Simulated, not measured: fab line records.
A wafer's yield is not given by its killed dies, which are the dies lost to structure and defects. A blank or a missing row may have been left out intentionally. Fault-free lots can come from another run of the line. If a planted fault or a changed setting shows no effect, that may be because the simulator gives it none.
Which tool was responsible?    flow gf180mcu    Sampling: 15 lots, 43 wafers, 4 of 602 route steps

WHAT EACH GAUGE READ, for each wafer
GF_M5_CD_MEAS_07: the cd target is 280 nm.
lot   measured      on        cdNm (nm)
L875  day 26 06:34  cdSem-01  280.9 280.7 280.9
L876  day 26 12:15  cdSem-02  279.7 280.1 280.8
L877  day 26 23:18  cdSem-01  279.4 278.9 280.4
L878  day 27 09:08  cdSem-01  281.2 279.9 279.9
L879  day 27 15:32  cdSem-01  277.1 276.7 277.7
L880  day 28 00:08  cdSem-01  280.6 280.8 281.4
L881  day 28 09:13  cdSem-02  280.2 280.2 280.5
L882  day 28 18:51  cdSem-02  282.8 281.5 281.6
L883  day 29 01:50  cdSem-02  280.0 281.0 279.6
L886  day 29 16:59  cdSem-02  279.2 278.8 278.8
L894  day 31 21:44  cdSem-02  281.8 282.3 281.7
L895  day 32 04:41  cdSem-01  278.6 278.1
L896  day 32 08:07  cdSem-01  279.1 279.5
L897  day 32 13:43  cdSem-01  281.3 281.2 280.8
L898  day 32 19:55  cdSem-02  281.0 280.4 280.6

GF_TOP_METAL_OVL_MEAS_15.
lot   measured      on          TOP_METAL_OVL (nm)
L875  day 28 02:17  overlay-02  0.5 -1.0 0.8
L876  day 28 07:07  overlay-01  -1.0 -1.5 0.0
L877  day 28 17:31  overlay-02  -2.0 -1.1 -2.8
L878  day 29 03:52  overlay-01  1.7 0.1 0.9
L879  day 29 08:43  overlay-01  -0.2 -0.7 -2.3
L880  day 29 17:41  overlay-01  0.8 1.1 -1.5
L881  day 30 01:55  overlay-01  2.5 1.0 3.5
L882  day 30 11:29  overlay-02  -1.3 -1.5 -1.2
L883  day 30 18:58  overlay-02  -3.0 -1.4 -2.6
L886  day 31 09:46  overlay-01  -1.0 -1.0 -1.6
L894  day 33 08:31  overlay-01  1.9 1.2 2.7
L895  day 33 17:07  overlay-02  0.1 1.5
L896  day 33 20:32  overlay-02  -0.6 -1.3
L897  day 33 23:28  overlay-01  0.2 -0.3 0.1
L898  day 34 06:10  overlay-01  -0.2 -0.5 0.6

WHICH TOOL RAN EACH LOT (tool, then ch and the chambers of the sampled wafers, then the start)
lot   GF_HV_LDD_ETCHBACK_58              GF_V5_SPUTTER_22
L875  rieDiel-02 ch 0,1,2, day 12 11:14  pvdSputter-03, day 27 05:18
L876  rieDiel-01 ch 0,2,3, day 12 17:35  pvdSputter-03, day 27 10:44
L877  rieDiel-04 ch 1,2, day 13 03:17    pvdSputter-01, day 27 21:30
L878  rieDiel-02 ch 0,1,3, day 13 12:20  pvdSputter-02, day 28 07:29
L879  rieDiel-04 ch 1,2,3, day 13 20:01  pvdSputter-02, day 28 13:08
L880  rieDiel-01 ch 1,2,3, day 14 06:30  pvdSputter-02, day 28 22:02
L881  rieDiel-01 ch 0,1,2, day 14 15:32  pvdSputter-01, day 29 07:05
L882  rieDiel-01 ch 1,2, day 15 00:08    pvdSputter-03, day 29 16:20
L883  rieDiel-01 ch 1,2, day 15 06:47    pvdSputter-01, day 29 23:40
L886  rieDiel-04 ch 0,1,3, day 16 03:49  pvdSputter-01, day 30 14:25
L894  rieDiel-01 ch 1,2,3, day 18 20:12  pvdSputter-02, day 32 17:15
L895  rieDiel-01 ch 3, day 19 07:53      pvdSputter-01, day 32 23:48
L896  rieDiel-01 ch 0, day 19 15:29      pvdSputter-01, day 33 02:56
L897  rieDiel-04 ch 0,3, day 19 21:23    pvdSputter-03, day 33 07:14
L898  rieDiel-02 ch 1,3, day 20 04:10    pvdSputter-02, day 33 14:00
- GF_HV_LDD_ETCHBACK_58: etches Si3N4 in CH3F/O2, stops on SiO2, time 100 s, target depth 90 nm.
- GF_V5_SPUTTER_22: material TiN, target thk 10 nm, time 40 s.

WHAT THE TOOLS THEMSELVES READ (means of the sampled wafers that have a number; where no wafer has one, the mark that the record gives instead)
GF_HV_LDD_ETCHBACK_58.
lot   tool        drypumpMotorCurrentA (A)  oesProductAu (a.u.)  throttleValvePct (%)
L875  rieDiel-02  5.4                       0.850                10.569
L876  rieDiel-01  5.6                       0.843                10.555
L877  rieDiel-04  5.7                       0.843                10.572
L878  rieDiel-02  5.2                       0.840                10.560
L879  rieDiel-04  5.6                       0.840                10.567
L880  rieDiel-01  5.4                       0.842                10.556
L881  rieDiel-01  5.5                       0.840                10.556
L882  rieDiel-01  5.4                       0.846                10.559
L883  rieDiel-01  5.2                       0.846                10.552
L886  rieDiel-04  5.7                       0.847                10.554
L894  rieDiel-01  5.4                       0.842                10.551
L895  rieDiel-01  5.5                       0.843                10.561
L896  rieDiel-01  5.8                       0.833                10.559
L897  rieDiel-04  5.7                       0.841                10.563
L898  rieDiel-02  5.2                       0.850                10.561

GF_V5_SPUTTER_22.
lot   tool           throttleValvePct (%)
L875  pvdSputter-03  30.0
L876  pvdSputter-03  30.4
L877  pvdSputter-01  30.6
L878  pvdSputter-02  30.0
L879  pvdSputter-02  29.9
L880  pvdSputter-02  29.9
L881  pvdSputter-01  29.9
L882  pvdSputter-03  31.0
L883  pvdSputter-01  30.5
L886  pvdSputter-01  29.2
L894  pvdSputter-02  30.3
L895  pvdSputter-01  31.0
L896  pvdSputter-01  31.9
L897  pvdSputter-03  30.0
L898  pvdSputter-02  29.9

THE ANSWER, worked out from the rows above alone
Rule: what is usual is taken from the lots themselves. Put in order of their means at a reading, lots are off if they are a third of the lots or fewer, leave a main group of 4 or more, and stand apart from it by a gap of 3 or more times the standard deviation of the main group's means; of several such gaps the widest counts. If all means in a main group match to the digits the tables above print for the reading, that group is not used. A lot without any number at a reading at which 4 lots or more have one is off too. The other lots that the step has rows for count as sound. First the gauges in route order, then the tools' own readings, where a lot's mean is used as printed above. The first step at which some lot is off is used, and at that step the reading that is off furthest; a lot without a number counts as furthest.
None of the lots is off at any reading shown; this tells nothing.

WHAT THE SIMULATOR PUT IN
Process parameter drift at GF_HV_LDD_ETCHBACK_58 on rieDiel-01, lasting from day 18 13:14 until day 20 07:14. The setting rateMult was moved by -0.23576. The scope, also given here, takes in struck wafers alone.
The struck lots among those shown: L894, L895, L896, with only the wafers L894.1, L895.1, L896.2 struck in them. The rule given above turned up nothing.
